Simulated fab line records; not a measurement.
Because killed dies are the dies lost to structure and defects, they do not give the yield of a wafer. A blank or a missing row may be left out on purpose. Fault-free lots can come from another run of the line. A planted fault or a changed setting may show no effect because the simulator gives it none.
A lot that was struck, set against a sound lot + flow gf180mcu + 21 out of 602 route steps
Sound: these wafers, L322.1, L322.2, L322.6. Struck: wafer L333.2 (L333.3, L333.6, from the same lot, were not struck and are left out); the cause is given at the end.
Order at every step that has rows: each side's tool, ch and its chambers, its first start. Under that, the readings that differ: sound wafers + struck wafers + difference of the means + sigmas: that difference in standard deviations of wafers without a fault.
alike: readings whose means differ by less than 2 such deviations, and words and numbers that are the same on both sides. not compared: withheld readings, readings that some wafer has no value for, bounds like >300 that may hide the same value, and numbers for which the record gives no deviation and whose values overlap.
The two part at a step that has a row with sigmas, a row that says differs or no value, or rows on one side only. When numbers do not overlap yet have no deviation, they are printed without sigmas and do not part them. Lack of a reading on every wafer of one side parts them only where that side has two or more wafers.

first, 2 steps without rows for these wafers: GF_M1_CLEAN_19 (cleans in DIW); GF_V1_CVD_00 (deposits SiO2, target thk 600 nm, time 100 s).
GF_V1_THK_MEAS_01:
  sound: filmMetro-01 at day 17 08:58; struck: filmMetro-01 at day 21 13:35
  alike: V1_CVD_00_THK
GF_V1_CVD_02: deposits SiO2 from TEOS, target thk 850 nm, time 94.851 s.
  sound on pecvd-01 ch 1,2, day 17 09:01; struck on pecvd-02 ch 1, day 21 13:38
  alike: heaterPowerW
GF_V1_THK_MEAS_03:
  sound: filmMetro-03 at day 17 09:05; struck: filmMetro-03 at day 21 13:43
| reading            | sound       | struck | difference | sigmas |
|--------------------|-------------|--------|------------|--------|
| V1_CVD_02_THK (nm) | 857 849 868 | 833    | -25        | -2     |
GF_V1_CMP_04: polishes SiO2.
  sound on cmp-02 ch 0,1,2, day 17 09:12; struck on cmp-02 ch 1, day 21 13:46
| reading             | sound    | struck | difference | sigmas |
|---------------------|----------|--------|------------|--------|
| timeToEndpointS (s) | 81 83 86 | 73     | -10        | -2     |
  alike: motorCurrentA
GF_V1_BOW_MEAS_05:
  sound: filmMetro-01 at day 17 09:27; struck: filmMetro-01 at day 21 14:05
  alike: V1_BOW
then, 5 steps without rows for these wafers: GF_V1_DEHYDRATE_06 (time 60 s); GF_V1_HMDS_07 (prime time 60 s); GF_V1_COAT_08; GF_V1_COAT_09 (resist thk 1000 nm); GF_V1_SOFTBAKE_10 (time 60 s).
GF_V1_EXPOSE_11: exposes mask Via1, target cd 260 nm.
  sound on krfScanner-01 ch 0, day 17 20:46; struck on krfScanner-02 ch 0, day 22 01:57
  alike: mask, focusOffsetNm
then, 2 steps without rows for these wafers: GF_V1_PEB_12 (peb time 90 s); GF_V1_DEVELOP_13 (develop time 60 s).
GF_V1_CD_MEAS_14: target cd 260 nm.
  sound: cdSem-02 at day 18 08:46; struck: cdSem-02 at day 22 13:24
  alike: cdNm
GF_V1_OVL_MEAS_15:
  sound: overlay-02 at day 18 08:53; struck: overlay-01 at day 22 13:30
  alike: V1_OVL
GF_V1_ETCH_16: etches BARC in N2/H2.
  sound on rieDiel-04 ch 1,2, day 18 08:55; struck on rieDiel-02 ch 3, day 22 13:32
| reading            | sound             | struck | difference | sigmas |
|--------------------|-------------------|--------|------------|--------|
| model.V1.cdNm (nm) | 257.8 259.3 258.4 | 260.6  | +2.1       |        |
  alike: drypumpMotorCurrentA, h2FlowSccm, n2FlowSccm, oesProductAu, throttleValvePct
GF_V1_ETCH_17: etches SiO2 in C4F8/O2/Ar, stops on TiN, target depth 630 nm.
  sound on rieDiel-04 ch 1,2; struck on rieDiel-02 ch 3
| reading            | sound             | struck | difference | sigmas |
|--------------------|-------------------|--------|------------|--------|
| model.V1.cdNm (nm) | 258.4 259.8 259.2 | 260.7  | +1.6       |        |
  alike: oesProductAu
GF_V1_STRIP_18: strips in O2/N2.
  sound on plasmaAsher-04 ch 0,1, day 18 09:03; struck on plasmaAsher-02 ch 1, day 22 13:40
  alike: drypumpMotorCurrentA, heaterPowerW, n2FlowSccm, oesProductAu
  not compared: rfHoursCounterH
then, 1 step without rows for these wafers: GF_PASSIVATION_PROBE_99.

## WHERE THEY PART
At GF_V1_THK_MEAS_03 first; at GF_V1_CMP_04 last (within this record only). Later steps at which nothing parts them and some readings are alike: GF_V1_BOW_MEAS_05, GF_V1_EXPOSE_11, GF_V1_CD_MEAS_14, GF_V1_OVL_MEAS_15, GF_V1_ETCH_16, GF_V1_ETCH_17, GF_V1_STRIP_18.

WHY: what had been put in by the simulator
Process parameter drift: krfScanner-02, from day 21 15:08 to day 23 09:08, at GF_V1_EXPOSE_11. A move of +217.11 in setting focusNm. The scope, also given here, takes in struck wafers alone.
